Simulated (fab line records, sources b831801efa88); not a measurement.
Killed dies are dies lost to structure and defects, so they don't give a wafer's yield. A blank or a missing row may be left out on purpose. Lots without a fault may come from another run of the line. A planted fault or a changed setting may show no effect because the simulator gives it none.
fab line records | flow gf180mcu
record lots=5 wafers=15 last_day=33
route steps=602 shown V2@400 M3@409 V3@429
lots that met no fault: from a run of the same line without faults
start_h: hours from the record's first day to the start of the lot's first wafer shown | wait_h: hours since the lot's step before | " the same as in the row above | L1.1+2: a row that stands for several wafers | - no value, or no start given | * or withheld: withheld | < > ~ a bound
route shown NAME@n: a module of which the file shows steps, and the number in the route of the first | usual: mean/standard deviation of fault-free wafers | same: alike in all rows | chamber/n: place in a boat | sites: the reading at each site | _std_site: their standard deviation | _edge_site: outer sites' mean less inner sites' | radius_mm: how far each site lies from the wafer's centre | mask NAME#n: copy n | behind: the tool/chamber that last shaped the wafer | hold: why the lot was held/for how many hours/how that ended | device: the transistor (n, p or np) that didn't switch | end of line: the same wafers' tests at the end of the route | a step without rows: its recipe alone | killed: dies lost to structure and defects at the first sort, not the wafer's yield | map: a wafer's dies, x killed, . not, _ none there
set.NAME: the setting as run; set.NAME@STEP: as run at that earlier step | model.NAME: the simulator's own value behind a step, which no gauge read
lots at some steps of the route; a table a step, a row a wafer
services: from which hour (start_h, from the record's first day; less than 0 if before it) a tool's chamber was out of use, for how many hours, and why
## steps
# step GF_V2_STRIP_18
# recipe chemistry=O2/N2 power_w=1400 pressure_mtorr=1500 platen_temp_c=250 o2_flow_sccm=3000 n2_flow_sccm=300 overash_fraction=0.5
# usual drypump_motor_current_A=5.6/0.33 heater_power_w=315/34 oes_product_au=0.592/0.005
# same overash_fraction=0.5
# columns lot.wafer tool chamber start_h wait_h drypump_motor_current_A heater_power_w oes_product_au rf_hours_counter_h
L076.2 plasma_asher-03 1 493.80 - 5.6 303 0.588 76
L076.4 " 0 " " 5.1 302 0.596 -
L076.6 " 0 " " 5.1 302 0.593 -
L079.3 plasma_asher-03 0 515.45 - 5.1 299 0.597 -
L079.5 " 1 " " 5.6 305 0.599 -
L079.6 " 0 " " 5.1 311 0.595 -
L083.1 plasma_asher-03 0 550.34 - 5.1 308 0.585 82
L083.2 " 1 " " 5.6 310 0.582 82
L083.5 " 1 " " 5.6 311 0.587 -
L085.1 plasma_asher-04 1 567.62 - 6.2 324 0.593 97
L085.5 " 0 " " 5.3 363 0.587 -
L085.6 " 1 " " 6.2 321 0.587 -
L092.3 plasma_asher-02 1 625.48 - 5.6 258 0.601 -
L092.4 " 0 " " 5.8 362 0.595 -
L092.5 " 1 " " 5.6 258 0.584 -
# step GF_V2_STRIP_19
# recipe chemistry=post_etch_residue_remover time_s=1200 temp_c=72.5
# same time_s=1200
# columns lot.wafer tool chamber start_h wait_h
L076.2+4+6 wet_bench-04 0 493.90 0.1
L079.3+5+6 wet_bench-04 2 515.51 0.0
L083.1+2+5 wet_bench-01 2 550.44 0.1
L085.1+5+6 wet_bench-02 0 567.72 0.1
L092.3+4+5 wet_bench-04 3 625.54 0.0
# step GF_V2_CLEAN_20
# recipe chemistry=DIW dry=n2_spin
# columns lot.wafer tool chamber start_h wait_h
L076.2+4+6 wet_bench-02 1 494.24 0.0
L079.3+5+6 wet_bench-01 0 515.86 0.0
L083.1+2+5 wet_bench-02 1 550.79 0.0
L085.1+5+6 wet_bench-04 0 568.06 0.0
L092.3+4+5 wet_bench-02 3 625.92 0.0
# step GF_V2_SPUTTER_21
# recipe material=Ti target_thk_nm=15 chamber_pressure_pa=5 power_w=2500 substrate_temp_c=200 time_s=80.02
# usual substrate_temp_c=200.03/0.17 throttle_valve_pct=29.8/0.89
# same time_s=80.02
# columns lot.wafer tool chamber start_h wait_h substrate_temp_c throttle_valve_pct
L076.2 pvd_sputter-01 - 494.33 0.0 200.06 30.5
L076.4 " - " " 199.86 30.3
L076.6 " - " " 200.20 28.8
L079.3 pvd_sputter-01 - 515.95 0.0 200.28 30.2
L079.5 " - " " 200.13 28.9
L079.6 " - " " 200.11 30.2
L083.1 pvd_sputter-01 - 550.88 0.0 200.30 30.5
L083.2 " - " " 200.00 30.5
L083.5 " - " " 200.24 30.2
L085.1 pvd_sputter-04 - 568.16 0.0 200.00 29.4
L085.5 " - " " 200.08 29.4
L085.6 " - " " 200.06 31.1
L092.3 pvd_sputter-04 - 626.01 0.0 199.94 29.7
L092.4 " - " " 200.15 31.3
L092.5 " - " " 199.76 29.8
# step GF_V2_SPUTTER_22
# recipe material=TiN target_thk_nm=10 chamber_pressure_pa=5 power_w=4000 time_s=40
# usual throttle_valve_pct=29.8/0.86
# same time_s=40
# columns lot.wafer tool chamber start_h wait_h throttle_valve_pct
L076.2 pvd_sputter-01 - 494.39 0.0 30.6
L076.4 " - " " 30.5
L076.6 " - " " 28.6
L079.3 pvd_sputter-01 - 516.01 0.0 30.5
L079.5 " - " " 28.9
L079.6 " - " " 30.3
L083.1 pvd_sputter-01 - 550.94 0.0 30.4
L083.2 " - " " 30.6
L083.5 " - " " 30.2
L085.1 pvd_sputter-04 - 568.22 0.0 29.0
L085.5 " - " " 29.8
L085.6 " - " " 31.3
L092.3 pvd_sputter-04 - 626.07 0.0 29.8
L092.4 " - " " 31.2
L092.5 " - " " 30.0
# step GF_V2_CVD_23
# recipe material=W target_thk_nm=350 time_s=104.94 temp_c=400 pressure_torr=40
# usual chamber_pressure_Torr=40.00/0.087 heater_power_w=912/33
# same time_s=104.94
# columns lot.wafer tool chamber start_h wait_h chamber_pressure_Torr heater_power_w
L076.2 cvd_w-02 1 494.43 0.0 40.07 905
L076.4 " 0 " " 39.93 911
L076.6 " 1 " " 39.95 958
L079.3 cvd_w-01 1 516.09 0.1 40.14 836
L079.5 " 1 " " 40.05 860
L079.6 " 0 " " 39.95 906
L083.1 cvd_w-01 1 550.98 0.0 40.03 867
L083.2 " 0 " " 40.01 914
L083.5 " 0 " " 40.01 911
L085.1 cvd_w-02 0 568.26 0.0 40.16 943
L085.5 " 0 " " 39.97 918
L085.6 " 1 " " 40.00 959
L092.3 cvd_w-01 0 626.15 0.1 39.99 918
L092.4 " 1 " " 40.07 874
L092.5 " 1 " " 39.95 856
# step GF_V2_RS_MEAS_24
# recipe thk_meas_gauge=four-point-probe reads=W_of_V2_CVD_23+TiN_of_V2_SPUTTER_22+Ti_of_V2_SPUTTER_21
# usual V2_W_RS=0.330/0.0035
# columns lot.wafer tool chamber start_h wait_h V2_W_RS[ohm/sq]
L076.2 film_metro-02 - 494.56 0.1 0.326
L076.4 " - " " 0.327
L076.6 " - " " 0.330
L079.3 film_metro-04 - 516.20 0.1 0.327
L079.5 " - " " 0.329
L079.6 " - " " 0.330
L083.1 film_metro-02 - 551.09 0.1 0.329
L083.2 " - " " 0.335
L083.5 " - " " 0.333
L085.1 film_metro-02 - 568.37 0.1 0.324
L085.5 " - " " 0.323
L085.6 " - " " 0.330
L092.3 film_metro-04 - 626.26 0.1 0.334
L092.4 " - " " 0.330
L092.5 " - " " 0.328
# step GF_V2_THK_MEAS_25
# recipe thk_meas_gauge=xrf reads=W_of_V2_CVD_23
# usual V2_W_THK=341/4.7
# columns lot.wafer tool chamber start_h wait_h V2_W_THK[nm]
L076.2 film_metro-02 - 494.67 0.1 350
L076.4 " - " " 349
L076.6 " - " " 346
L079.3 film_metro-04 - 516.30 0.1 345
L079.5 " - " " 343
L079.6 " - " " 342
L083.1 film_metro-02 - 551.21 0.1 337
L083.2 " - " " 333
L083.5 " - " " 332
L085.1 film_metro-02 - 568.49 0.1 351
L085.5 " - " " 354
L085.6 " - " " 344
L092.3 film_metro-04 - 626.36 0.1 334
L092.4 " - " " 337
L092.5 " - " " 340
# step GF_V2_CMP_26
# recipe stop_on=SiO2 down_force_psi=3.5 platen_rpm=60 t_overpolish_s=15 target_thk_nm=0 pad_velocity_m_s=0.94248
# usual motor_current_A=11.0/1.3 overpolish_run_s=15.000/0.0093 time_to_endpoint_s=84/3.4
# columns lot.wafer tool chamber start_h wait_h motor_current_A overpolish_run_s time_to_endpoint_s
L076.4 cmp-01 2 494.77 0.1 12.2 15.002 90
L076.2 " 3 " " 10.4 15.000 92
L076.6 " 2 " " 11.7 14.992 87
L079.3 cmp-01 1 516.48 0.2 10.7 14.987 83
L079.6 " 1 " " 11.2 14.996 79
L079.5 " 2 " " 12.2 14.986 87
L083.2 cmp-01 2 551.27 0.0 12.1 15.005 80
L083.1 " 1 " " 11.0 15.003 81
L083.5 " 2 " " 12.3 14.983 80
L085.1 cmp-02 1 568.68 0.2 9.0 15.009 93
L085.6 " 3 " " 12.0 14.989 87
L085.5 " 0 " " 10.4 15.020 91
L092.4 cmp-01 1 626.45 0.1 11.1 15.002 79
L092.3 " 2 " " 12.4 14.995 80
L092.5 " 0 " " 10.2 14.989 82
# step GF_M3_SPUTTER_00
# recipe material=Ti target_thk_nm=37.5 arriving_ion_energy_ev=80 substrate_temp_c=200 chamber_pressure_pa=2 power_w=4000 time_s=150
# usual substrate_temp_c=200.00/0.16 throttle_valve_pct=30.3/0.8
# same time_s=150
# columns lot.wafer tool chamber start_h wait_h substrate_temp_c throttle_valve_pct
L076.2 pvd_sputter-03 - 495.02 0.1 199.86 30.2
L076.4 " - " " 200.25 30.6
L076.6 " - " " 200.15 32.1
L079.3 pvd_sputter-01 - 516.78 0.2 199.99 30.4
L079.5 " - " " 200.01 30.3
L079.6 " - " " 199.83 30.7
L083.1 pvd_sputter-03 - 551.57 0.1 199.95 30.1
L083.2 " - " " 199.85 29.9
L083.5 " - " " 199.78 29.9
L085.1 pvd_sputter-03 - 568.88 0.1 200.34 30.2
L085.5 " - " " 199.90 29.9
L085.6 " - " " 199.87 30.5
L092.3 pvd_sputter-01 - 626.70 0.1 199.91 28.8
L092.4 " - " " 199.94 30.4
L092.5 " - " " 199.95 30.3
# step GF_M3_SPUTTER_01
# recipe material=TiN target_thk_nm=30 power_w=6500 time_s=25 chamber_pressure_pa=0.4
# usual throttle_valve_pct=30.3/0.77
# same time_s=25
# columns lot.wafer tool chamber start_h wait_h throttle_valve_pct
L076.2 pvd_sputter-03 - 495.12 0.1 30.2
L076.4 " - " " 30.6
L076.6 " - " " 31.9
L079.3 pvd_sputter-01 - 516.88 0.1 30.7
L079.5 " - " " 30.5
L079.6 " - " " 30.4
L083.1 pvd_sputter-03 - 551.67 0.1 30.2
L083.2 " - " " 29.8
L083.5 " - " " 30.1
L085.1 pvd_sputter-03 - 568.98 0.1 30.3
L085.5 " - " " 29.8
L085.6 " - " " 30.7
L092.3 pvd_sputter-01 - 626.80 0.1 28.9
L092.4 " - " " 30.5
L092.5 " - " " 30.6
# step GF_M3_SPUTTER_02
# recipe material=AlCu target_thk_nm=450 power_w=10600 time_s=23.9 chamber_pressure_pa=0.4
# usual throttle_valve_pct=30.3/0.79
# same time_s=23.9
# columns lot.wafer tool chamber start_h wait_h throttle_valve_pct
L076.2 pvd_sputter-03 - 495.15 0.0 30.1
L076.4 " - " " 30.7
L076.6 " - " " 31.9
L079.3 pvd_sputter-01 - 516.91 0.0 30.7
L079.5 " - " " 30.2
L079.6 " - " " 30.6
L083.1 pvd_sputter-03 - 551.70 0.0 30.2
L083.2 " - " " 29.7
L083.5 " - " " 29.9
L085.1 pvd_sputter-03 - 569.01 0.0 30.1
L085.5 " - " " 29.9
L085.6 " - " " 30.6
L092.3 pvd_sputter-01 - 626.83 0.0 29.1
L092.4 " - " " 30.5
L092.5 " - " " 30.4
# step GF_M3_SPUTTER_03
# recipe material=Ti target_thk_nm=10 substrate_temp_c=300 chamber_pressure_pa=0.3 power_w=3000 time_s=6.7
# usual substrate_temp_c=300.01/0.2 throttle_valve_pct=30.3/0.79
# same time_s=6.7
# columns lot.wafer tool chamber start_h wait_h substrate_temp_c throttle_valve_pct
L076.2 pvd_sputter-03 - 495.18 0.0 299.95 30.2
L076.4 " - " " 300.05 30.4
L076.6 " - " " 299.93 31.9
L079.3 pvd_sputter-01 - 516.94 0.0 300.17 30.6
L079.5 " - " " 300.47 30.2
L079.6 " - " " 299.78 30.8
L083.1 pvd_sputter-03 - 551.73 0.0 299.92 30.2
L083.2 " - " " 299.82 29.7
L083.5 " - " " 300.02 29.9
L085.1 pvd_sputter-03 - 569.04 0.0 299.91 30.3
L085.5 " - " " 299.96 30.0
L085.6 " - " " 300.04 30.5
L092.3 pvd_sputter-01 - 626.86 0.0 299.65 28.9
L092.4 " - " " 300.22 30.6
L092.5 " - " " 299.98 30.4
# step GF_M3_SPUTTER_04
# recipe material=TiN target_thk_nm=50 power_w=6500 time_s=41.7 chamber_pressure_pa=0.4
# usual throttle_valve_pct=30.3/0.75
# same time_s=41.7
# columns lot.wafer tool chamber start_h wait_h throttle_valve_pct
L076.2 pvd_sputter-03 - 495.20 0.0 30.0
L076.4 " - " " 30.4
L076.6 " - " " 32.1
L079.3 pvd_sputter-01 - 516.96 0.0 30.5
L079.5 " - " " 30.4
L079.6 " - " " 30.5
L083.1 pvd_sputter-03 - 551.75 0.0 30.0
L083.2 " - " " 30.1
L083.5 " - " " 29.9
L085.1 pvd_sputter-03 - 569.06 0.0 30.0
L085.5 " - " " 29.9
L085.6 " - " " 30.3
L092.3 pvd_sputter-01 - 626.88 0.0 29.1
L092.4 " - " " 30.3
L092.5 " - " " 30.5
# step GF_M3_RS_MEAS_05
# recipe thk_meas_gauge=four-point-probe reads=TiN_of_M3_SPUTTER_04+Ti_of_M3_SPUTTER_03+AlCu_of_M3_SPUTTER_02+TiN_of_M3_SPUTTER_01+Ti_of_M3_SPUTTER_00
# usual M3_ALCU_RS=0.0699/0.001
# columns lot.wafer tool chamber start_h wait_h M3_ALCU_RS[ohm/sq]
L076.2 film_metro-03 - 495.26 0.0 0.0703
L076.4 " - " " 0.0697
L076.6 " - " " 0.0714
L079.3 film_metro-03 - 517.04 0.1 0.0687
L079.5 " - " " 0.0693
L079.6 " - " " 0.0692
L083.1 film_metro-03 - 551.79 0.0 0.0714
L083.2 " - " " 0.0709
L083.5 " - " " 0.0712
L085.1 film_metro-03 - 569.10 0.0 0.0693
L085.5 " - " " 0.0698
L085.6 " - " " 0.0687
L092.3 film_metro-02 - 626.96 0.1 0.0706
L092.4 " - " " 0.0690
L092.5 " - " " 0.0691
# step GF_M3_THK_MEAS_06
# recipe thk_meas_gauge=xrf reads=AlCu_of_M3_SPUTTER_02
# usual M3_ALCU_THK=442/6.8
# columns lot.wafer tool chamber start_h wait_h M3_ALCU_THK[nm]
L076.2 film_metro-03 - 495.37 0.1 437
L076.4 " - " " 444
L076.6 " - " " 433
L079.3 film_metro-03 - 517.14 0.1 451
L079.5 " - " " 444
L079.6 " - " " 444
L083.1 film_metro-03 - 551.91 0.1 432
L083.2 " - " " 435
L083.5 " - " " 433
L085.1 film_metro-03 - 569.22 0.1 444
L085.5 " - " " 443
L085.6 " - " " 448
L092.3 film_metro-02 - 627.06 0.1 436
L092.4 " - " " 446
L092.5 " - " " 446
# step GF_M3_DEHYDRATE_07
# recipe temp_c=200 time_s=60
# same time_s=60
# columns lot.wafer tool chamber start_h wait_h
L076.2+4+6 litho_track-04 0 506.91 11.5
L079.3+5+6 litho_track-04 0 528.59 11.4
L083.1+2+5 litho_track-02 0 562.58 10.7
L085.1+5+6 litho_track-03 0 579.62 10.4
L092.3+4+5 litho_track-04 0 636.58 9.5
# step GF_M3_HMDS_08
# recipe prime_time_s=60 prime_temp_c=120
# columns lot.wafer tool chamber start_h wait_h
L076.2+4+6 litho_track-04 0 507.06 0.1
L079.3+5+6 litho_track-04 0 528.74 0.1
L083.1+2+5 litho_track-02 0 562.73 0.1
L085.1+5+6 litho_track-03 0 579.77 0.1
L092.3+4+5 litho_track-04 0 636.73 0.1
# step GF_M3_COAT_09
# recipe resist=KrF spin_rpm=withheld resist_thk_nm=1000
# columns lot.wafer tool chamber start_h wait_h
L076.2+4+6 litho_track-04 0 507.21 0.1
L079.3+5+6 litho_track-04 0 528.89 0.1
L083.1+2+5 litho_track-02 0 562.88 0.1
L085.1+5+6 litho_track-03 0 579.92 0.1
L092.3+4+5 litho_track-04 0 636.88 0.1
# step GF_M3_SOFTBAKE_10
# recipe temp_c=130 time_s=60 resist=KrF
# same time_s=60
# columns lot.wafer tool chamber start_h wait_h
L076.2+4+6 litho_track-04 0 507.36 0.1
L079.3+5+6 litho_track-04 0 529.04 0.1
L083.1+2+5 litho_track-02 0 563.03 0.1
L085.1+5+6 litho_track-03 0 580.07 0.1
L092.3+4+5 litho_track-04 0 637.03 0.1
# step GF_M3_EXPOSE_11
# recipe mask_id=Metal3 target_cd_nm=280 na=0.68 source_shape=conventional sigma_outer=0.6 dose_mj=28
# usual stage_vel_mm_s=499.94/0.26
# columns lot.wafer tool chamber start_h wait_h mask stage_vel_mm_s
L076.2 krf_scanner-01 0 - - Metal3#0 499.93
L076.4 " 0 " " Metal3#0 499.97
L076.6 " 0 " " Metal3#0 499.88
L079.3 krf_scanner-02 0 - - Metal3#0 499.96
L079.5 " 0 " " Metal3#0 499.78
L079.6 " 0 " " Metal3#0 500.13
L083.1 krf_scanner-01 0 - - Metal3#0 499.53
L083.2 " 0 " " Metal3#0 499.79
L083.5 " 0 " " Metal3#0 499.80
L085.1 krf_scanner-01 0 - - Metal3#0 499.81
L085.5 " 0 " " Metal3#0 499.99
L085.6 " 0 " " Metal3#0 499.84
L092.3 krf_scanner-01 0 - - Metal3#0 500.29
L092.4 " 0 " " Metal3#0 499.89
L092.5 " 0 " " Metal3#0 500.16
# step GF_M3_PEB_12
# recipe peb_temp_c=135 peb_time_s=90 resist=KrF
# columns lot.wafer tool chamber start_h wait_h
L076.2+4+6 litho_track-03 0 - -
L079.3+5+6 litho_track-04 0 - -
L083.1+2+5 litho_track-04 0 - -
L085.1+5+6 litho_track-02 0 - -
L092.3+4+5 litho_track-03 0 - -
# step GF_M3_DEVELOP_13
# recipe develop_time_s=60 dev_temp_c=21
# columns lot.wafer tool chamber start_h wait_h
L076.2+4+6 litho_track-03 0 518.90 0.2
L079.3+5+6 litho_track-04 0 540.09 0.1
L083.1+2+5 litho_track-04 0 573.88 0.2
L085.1+5+6 litho_track-02 0 590.68 0.2
L092.3+4+5 litho_track-03 0 647.02 0.1
# step GF_M3_CD_MEAS_14
# recipe target_cd_nm=280
# usual cd_nm=280.1/1.4
# columns lot.wafer tool chamber start_h wait_h cd_nm
L076.2 cd_sem-01 - 519.04 0.1 280.1
L076.4 " - " " 280.0
L076.6 " - " " 280.1
L079.3 cd_sem-02 - 540.23 0.1 279.1
L079.5 " - " " 279.6
L079.6 " - " " 278.3
L083.1 cd_sem-01 - 574.03 0.1 281.8
L083.2 " - " " 281.9
L083.5 " - " " 281.8
L085.1 cd_sem-01 - 590.83 0.1 279.9
L085.5 " - " " 281.0
L085.6 " - " " 280.3
L092.3 cd_sem-02 - 647.16 0.1 281.1
L092.4 " - " " 281.2
L092.5 " - " " 282.1
# step GF_M3_OVL_MEAS_15
# usual M3_OVL=2/5.3
# columns lot.wafer tool chamber start_h wait_h M3_OVL[nm]
L076.2 overlay-02 - 519.15 0.1 7
L076.4 " - " " 5
L076.6 " - " " 3
L079.3 overlay-01 - 540.32 0.1 -2
L079.5 " - " " -2
L079.6 " - " " 3
L083.1 overlay-02 - 574.15 0.1 -2
L083.2 " - " " -4
L083.5 " - " " -4
L085.1 overlay-01 - 590.95 0.1 0
L085.5 " - " " -5
L085.6 " - " " 5
L092.3 overlay-02 - 647.25 0.1 4
L092.4 " - " " 7
L092.5 " - " " 7
# step GF_M3_METAL_ETCH_16
# recipe chemistry=Cl2/BCl3 mask_material=KrF target_depth_nm=750.8 stop_on=SiO2 pressure_mtorr=8 icp_w=800 bias_w=140 Cl2_flow_sccm=80 bcl3_flow_sccm=40 time_s=125.1
# usual drypump_motor_current_A=6.10/0.29 oes_product_au=0.987/0.0069 throttle_valve_pct=28.232/0.01
# same time_s=125.1
# columns lot.wafer tool chamber start_h wait_h drypump_motor_current_A oes_product_au rf_hours_counter_h throttle_valve_pct
L076.2 rie_metal-03 0 519.18 0.0 5.86 0.980 11 28.246
L076.4 " 0 " " 5.85 0.988 - 28.218
L076.6 " 1 " " 5.72 0.988 - 28.254
L079.3 rie_metal-01 0 540.38 0.1 6.10 0.997 - 28.222
L079.5 " 1 " " 6.55 0.984 - 28.228
L079.6 " 0 " " 6.11 0.994 - 28.214
L083.1 rie_metal-04 0 574.19 0.0 6.01 0.990 9 28.250
L083.2 " 1 " " 5.96 0.991 10 28.227
L083.5 " 0 " " 6.05 0.985 - 28.210
L085.1 rie_metal-03 0 590.98 0.0 5.85 0.984 13 28.245
L085.5 " 0 " " 5.86 0.988 - 28.239
L085.6 " 1 " " 5.74 0.991 - 28.237
L092.3 rie_metal-04 0 647.32 0.1 6.01 0.981 - 28.236
L092.4 " 1 " " 5.94 0.990 - 28.216
L092.5 " 0 " " 6.04 0.977 - 28.228
# step GF_M3_STRIP_17
# recipe chemistry=O2/N2 power_w=1400 pressure_mtorr=1500 platen_temp_c=250 o2_flow_sccm=3000 n2_flow_sccm=300 overash_fraction=0.5
# usual drypump_motor_current_A=5.5/0.31 heater_power_w=328/23 oes_product_au=0.539/0.0054 strip_time_to_endpoint_s=7.42/0.066
# same overash_fraction=0.5
# columns lot.wafer tool chamber start_h wait_h drypump_motor_current_A heater_power_w oes_product_au rf_hours_counter_h strip_time_to_endpoint_s
L076.2 plasma_asher-04 0 519.31 0.1 5.3 357 0.541 91 7.47
L076.4 " 0 " " 5.3 354 0.533 - 7.45
L076.6 " 1 " " 6.2 323 0.540 - 7.48
L079.3 plasma_asher-03 1 540.50 0.1 5.6 306 0.535 - 7.29
L079.5 " 0 " " 5.1 306 0.539 - 7.47
L079.6 " 1 " " 5.6 308 0.533 - 7.28
L083.1 plasma_asher-03 1 574.32 0.1 5.6 312 0.531 85 7.39
L083.2 " 0 " " 5.1 311 0.544 85 7.39
L083.5 " 1 " " 5.6 312 0.545 - 7.40
L085.1 plasma_asher-01 1 591.11 0.1 5.7 363 0.543 16 7.44
L085.5 " 0 " " 5.6 344 0.527 - 7.48
L085.6 " 1 " " 5.7 370 0.538 - 7.39
L092.3 plasma_asher-03 1 647.44 0.1 5.6 303 0.539 - 7.46
L092.4 " 0 " " 5.1 309 0.536 - 7.40
L092.5 " 0 " " 5.1 300 0.542 - 7.48
# step GF_M3_STRIP_18
# recipe chemistry=post_etch_residue_remover time_s=1200 temp_c=72.5
# same time_s=1200
# columns lot.wafer tool chamber start_h wait_h
L076.2+4+6 wet_bench-01 2 519.41 0.1
L079.3+5+6 wet_bench-02 3 540.57 0.0
L083.1+2+5 wet_bench-03 2 574.42 0.1
L085.1+5+6 wet_bench-02 3 591.21 0.1
L092.3+4+5 wet_bench-01 2 647.51 0.0
# step GF_M3_CLEAN_19
# recipe chemistry=DIW dry=n2_spin
# columns lot.wafer tool chamber start_h wait_h
L076.2+4+6 wet_bench-03 1 519.75 0.0
L079.3+5+6 wet_bench-02 3 540.91 0.0
L083.1+2+5 wet_bench-01 3 574.79 0.0
L085.1+5+6 wet_bench-01 3 591.90 0.0
L092.3+4+5 wet_bench-02 0 647.88 0.0
# step GF_V3_CVD_00
# recipe material=SiO2 target_thk_nm=600 sigma_open_frac=0.3 temp_c=400 time_s=100 sih4_flow_sccm=60 pressure_mtorr=6
# usual pressure_mtorr=6.000/0.011
# same time_s=100
# columns lot.wafer tool chamber start_h wait_h pressure_mtorr
L076.2 hdpcvd-01 2 519.84 0.0 6.004
L076.4 " 1 " " 5.989
L076.6 " 2 " " 6.007
L079.3 hdpcvd-02 2 541.00 0.0 5.983
L079.5 " 0 " " 6.011
L079.6 " 1 " " 5.992
L083.1 hdpcvd-02 2 574.88 0.0 5.996
L083.2 " 0 " " 6.005
L083.5 " 2 " " 5.996
L085.1 hdpcvd-02 1 591.99 0.0 6.014
L085.5 " 1 " " 6.014
L085.6 " 2 " " 5.994
L092.3 hdpcvd-01 0 647.97 0.0 5.994
L092.4 " 0 " " 5.995
L092.5 " 2 " " 6.002
# step GF_V3_THK_MEAS_01
# recipe reads=SiO2_of_V3_CVD_00
# usual V3_CVD_00_THK=606/7.6
# columns lot.wafer tool chamber start_h wait_h V3_CVD_00_THK[nm]
L076.2 film_metro-04 - 519.92 0.0 588
L076.4 " - " " 597
L076.6 " - " " 589
L079.3 film_metro-04 - 541.10 0.1 615
L079.5 " - " " 612
L079.6 " - " " 619
L083.1 film_metro-04 - 574.96 0.0 609
L083.2 " - " " 606
L083.5 " - " " 608
L085.1 film_metro-04 - 592.06 0.0 614
L085.5 " - " " 608
L085.6 " - " " 608
L092.3 film_metro-03 - 648.06 0.1 601
L092.4 " - " " 595
L092.5 " - " " 613
# step GF_V3_CVD_02
# recipe material=SiO2 target_thk_nm=850 precursor=TEOS temp_c=400 time_s=94.851 rf_w=600
# usual heater_power_w=641/96
# same time_s=94.851
# columns lot.wafer tool chamber start_h wait_h heater_power_w
L076.2 pecvd-01 0 519.97 0.0 812
L076.4 " 2 " " 511
L076.6 " 0 " " 883
L079.3 pecvd-03 1 541.14 0.0 533
L079.5 " 0 " " 614
L079.6 " 1 " " 612
L083.1 pecvd-02 0 575.02 0.1 646
L083.2 " 1 " " 707
L083.5 " 0 " " 702
L085.1 pecvd-03 1 592.12 0.1 666
L085.5 " 2 " " 634
L085.6 " 1 " " 531
L092.3 pecvd-01 2 648.10 0.0 490
L092.4 " 0 " " 828
L092.5 " 2 " " 513
# step GF_V3_THK_MEAS_03
# recipe reads=SiO2_of_V3_CVD_02
# usual V3_CVD_02_THK=853/13
# columns lot.wafer tool chamber start_h wait_h V3_CVD_02_THK[nm]
L076.2 film_metro-03 - 520.05 0.0 849
L076.4 " - " " 850
L076.6 " - " " 861
L079.3 film_metro-03 - 541.23 0.1 836
L079.5 " - " " 851
L079.6 " - " " 847
L083.1 film_metro-04 - 575.12 0.1 821
L083.2 " - " " 846
L083.5 " - " " 852
L085.1 film_metro-03 - 592.19 0.0 844
L085.5 " - " " 873
L085.6 " - " " 857
L092.3 film_metro-04 - 648.19 0.1 833
L092.4 " - " " 854
L092.5 " - " " 846
# step GF_V3_CMP_04
# recipe material=SiO2 down_force_psi=4 platen_rpm=60 pad_velocity_m_s=0.94248
# usual motor_current_A=12.0/1.5 time_to_endpoint_s=83/6.2
# columns lot.wafer tool chamber start_h wait_h motor_current_A time_to_endpoint_s
L076.4 cmp-02 1 520.10 0.0 10.0 84
L076.2 " 0 " " 11.1 81
L076.6 " 1 " " 9.8 89
L079.3 cmp-02 3 541.37 0.1 12.7 77
L079.5 " 1 " " 9.9 88
L079.6 " 2 " " 14.2 82
L083.2 cmp-02 0 576.38 1.2 10.7 85
L083.1 " 1 " " 9.7 77
L083.5 " 2 " " 14.8 86
L085.1 cmp-02 0 592.35 0.1 11.2 76
L085.5 " 2 " " 14.3 88
L085.6 " 3 " " 12.0 82
L092.3 cmp-02 1 648.38 0.2 9.9 74
L092.4 " 3 " " 12.4 80
L092.5 " 1 " " 9.8 80
# step GF_V3_BOW_MEAS_05
# recipe mode=bow
# usual V3_BOW=115/9.8
# columns lot.wafer tool chamber start_h wait_h V3_BOW[um]
L076.2 film_metro-01 - 520.42 0.1 141
L076.4 " - " " 132
L076.6 " - " " 145
L079.3 film_metro-04 - 541.61 0.2 119
L079.5 " - " " 107
L079.6 " - " " 115
L083.1 film_metro-03 - 576.58 0.1 116
L083.2 " - " " 115
L083.5 " - " " 102
L085.1 film_metro-03 - 592.55 0.1 119
L085.5 " - " " 118
L085.6 " - " " 115
L092.3 film_metro-04 - 648.72 0.3 118
L092.4 " - " " 112
L092.5 " - " " 115
# step GF_V3_DEHYDRATE_06
# recipe temp_c=200 time_s=60
# same time_s=60
# columns lot.wafer tool chamber start_h wait_h
L076.2+4+6 litho_track-01 0 531.34 10.9
L079.3+5+6 litho_track-04 0 552.58 11.0
L083.1+2+5 litho_track-03 0 586.57 10.0
L085.1+5+6 litho_track-03 0 602.37 9.8
L092.3+4+5 litho_track-03 0 657.97 9.2
# step GF_V3_HMDS_07
# recipe prime_time_s=60 prime_temp_c=120
# columns lot.wafer tool chamber start_h wait_h
L076.2+4+6 litho_track-01 0 531.49 0.1
L079.3+5+6 litho_track-04 0 552.73 0.1
L083.1+2+5 litho_track-03 0 586.72 0.1
L085.1+5+6 litho_track-03 0 602.52 0.1
L092.3+4+5 litho_track-03 0 658.12 0.1
# step GF_V3_COAT_08
# recipe resist=BARC temp_c=withheld time_s=withheld spin_rpm=withheld resist_thk_nm=withheld
# columns lot.wafer tool chamber start_h wait_h
L076.2+4+6 litho_track-01 0 531.64 0.1
L079.3+5+6 litho_track-04 0 552.88 0.1
L083.1+2+5 litho_track-03 0 586.87 0.1
L085.1+5+6 litho_track-03 0 602.67 0.1
L092.3+4+5 litho_track-03 0 658.27 0.1
# step GF_V3_COAT_09
# recipe resist=KrF spin_rpm=withheld resist_thk_nm=1000
# columns lot.wafer tool chamber start_h wait_h
L076.2+4+6 litho_track-01 0 - -
L079.3+5+6 litho_track-04 0 - -
L083.1+2+5 litho_track-03 0 - -
L085.1+5+6 litho_track-03 0 - -
L092.3+4+5 litho_track-03 0 - -
## services
# columns tool chamber start_h hours kind
pvd_sputter-04 - 474.13 15.2 repair
pvd_sputter-04 - 491.82 46.0 repair
plasma_asher-03 - 501.71 2.8 pm
cvd_w-01 1 511.44 1.6 repair
cmp-01 - 522.64 5.2 repair
hdpcvd-02 - 533.11 6.0 pm
plasma_asher-03 - 534.48 2.7 repair
hdpcvd-02 - 542.63 0.9 repair
cmp-01 - 555.61 18.9 pm
wet_bench-02 - 566.30 1.0 repair
cmp-02 - 572.28 4.0 pm
krf_scanner-01 - 575.04 1.0 pm
cmp-01 - 583.67 2.0 repair
krf_scanner-01 - 583.78 1.3 pm
krf_scanner-01 - 589.03 0.8 pm
cmp-01 - 589.59 3.7 repair
cmp-01 - 602.11 1.7 repair
cmp-02 - 603.08 0.3 repair
cmp-01 - 603.60 2.1 repair
cmp-01 - 608.18 0.6 repair
cmp-02 - 634.53 10.5 repair
pvd_sputter-04 - 639.50 18.9 repair
cmp-01 - 645.20 5.0 pm
cmp-01 - 647.58 1.3 repair
## key
fault none
